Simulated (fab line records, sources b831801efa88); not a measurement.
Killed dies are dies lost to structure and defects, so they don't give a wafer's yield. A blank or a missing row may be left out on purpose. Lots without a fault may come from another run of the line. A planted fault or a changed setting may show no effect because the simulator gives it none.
A struck lot beside a sound one | flow gf180mcu | 18 steps out of a route of 602
Sound: wafers L249.1, L249.2, L249.4. Struck: wafers L237.2, L237.4, L237.6. The cause comes at the end.
At each step with rows: each side's tool, then ch and its chambers, then its first start. Under that, the readings that differ: sound wafers | struck wafers | difference of the means | sigmas: that difference in standard deviations of wafers without a fault.
alike: readings whose means differ by less than 2 such deviations, and words and numbers that are the same on both sides. not compared: withheld readings, readings that some wafer has no value for, bounds like >300 that may hide the same value, and numbers for which the record gives no deviation and whose values overlap.
The two part at a step that has a row with sigmas, a row that says differs or no value, or rows on one side only. Numbers that don't overlap but have no deviation are shown without sigmas and don't part them. A reading that every wafer of one side lacks parts them only if that side has two wafers or more.

first, 3 steps without rows for these wafers: GF_V4_EXPOSE_11 (exposes mask Via4, target cd 260 nm); GF_V4_PEB_12 (peb time 90 s); GF_V4_DEVELOP_13 (develop time 60 s).
GF_V4_CD_MEAS_14: target cd 260 nm.
  sound on cd_sem-02, day 30 20:43; struck on cd_sem-02, day 27 02:10
  alike: cd_nm
GF_V4_OVL_MEAS_15:
  sound on overlay-01, day 30 20:52; struck on overlay-01, day 27 02:16
  alike: V4_OVL
then, 1 step without rows for these wafers: GF_V4_ETCH_16 (etches BARC in N2/H2).
GF_V4_ETCH_17: etches SiO2 in C4F8/O2/Ar, stops on TiN, target depth 630 nm.
  sound on rie_diel-03 ch 0,1,3; struck on rie_diel-03 ch 0,2
  alike: oes_product_au
GF_V4_STRIP_18: strips in O2/N2.
  sound on plasma_asher-03 ch 0,1, day 30 21:02; struck on plasma_asher-03 ch 0,1, day 27 02:26
  alike: drypump_motor_current_A, heater_power_w, n2_flow_sccm, oes_product_au
  not compared: rf_hours_counter_h
then, 2 steps without rows for these wafers: GF_V4_STRIP_19 (strips in post etch residue remover, time 1200 s); GF_V4_CLEAN_20 (cleans in DIW).
GF_V4_SPUTTER_21: material Ti, target thk 15 nm, time 80.02 s.
  sound on pvd_sputter-03, day 30 21:35; struck on pvd_sputter-04, day 27 03:18
  alike: throttle_valve_pct
GF_V4_SPUTTER_22: material TiN, target thk 10 nm, time 40 s.
  sound on pvd_sputter-03, day 30 21:40; struck on pvd_sputter-04, day 27 03:22
  alike: throttle_valve_pct
GF_V4_CVD_23: deposits W, target thk 350 nm, time 104.9 s.
  sound on cvd_w-02 ch 0,1, day 30 21:41; struck on cvd_w-02 ch 0,1, day 27 03:24
  reading                          | sound             | struck            | difference | sigmas
  chamber_pressure_Torr (Torr)     | 40.14 40.15 40.07 | 30.75 30.87 30.76 | -9.33      | -99 or more
  model.W_of_V4_CVD_23.thk_nm (nm) | 350.8 353.4 353.7 | 309.4 313.5 313.2 | -40.6      |
  alike: heater_power_w
GF_V4_RS_MEAS_24: measures by four-point-probe.
  sound on film_metro-02, day 30 21:49; struck on film_metro-02, day 27 03:32
  reading          | sound             | struck            | difference | sigmas
  V4_W_RS (ohm/sq) | 0.327 0.324 0.324 | 0.372 0.366 0.367 | +0.043     | +14
GF_V4_THK_MEAS_25: measures by xrf.
  sound on film_metro-02, day 30 21:56; struck on film_metro-02, day 27 03:39
  reading       | sound       | struck      | difference | sigmas
  V4_W_THK (nm) | 368 374 373 | 324 327 328 | -45        | -11
GF_V4_CMP_26: polishes, stops on SiO2, t overpolish 15 s, target thk 0 nm.
  sound on cmp-01 ch 0,2,3, day 30 22:02; struck on cmp-01 ch 0,2, day 27 03:42
  reading                | sound    | struck   | difference | sigmas
  time_to_endpoint_s (s) | 87 86 87 | 74 75 73 | -13        | -4
  alike: motor_current_A
GF_MIM_SPUTTER_00: material Ti, target thk 37.5 nm, time 150 s.
  sound on pvd_sputter-03, day 30 22:17; struck on pvd_sputter-03, day 27 04:00
  alike: throttle_valve_pct
-- the record jumps here: 4 days lie between the struck wafers' starts before and after (it left off in module MIM and takes up again in module PASSIVATION, whose first step shown is number 602 of the route) --
GF_PASSIVATION_PROBE_99:
  the record has rows for the struck wafers here (prober-02, day 31 08:28) and none for the sound ones

WHERE THEY PART
First at GF_V4_CVD_23; last, within this record, at GF_PASSIVATION_PROBE_99.

WHY: what the simulator had put in
Process parameter drift: cvd_w-02, from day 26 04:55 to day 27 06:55, at GF_V4_CVD_23. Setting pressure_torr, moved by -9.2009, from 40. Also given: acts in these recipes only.
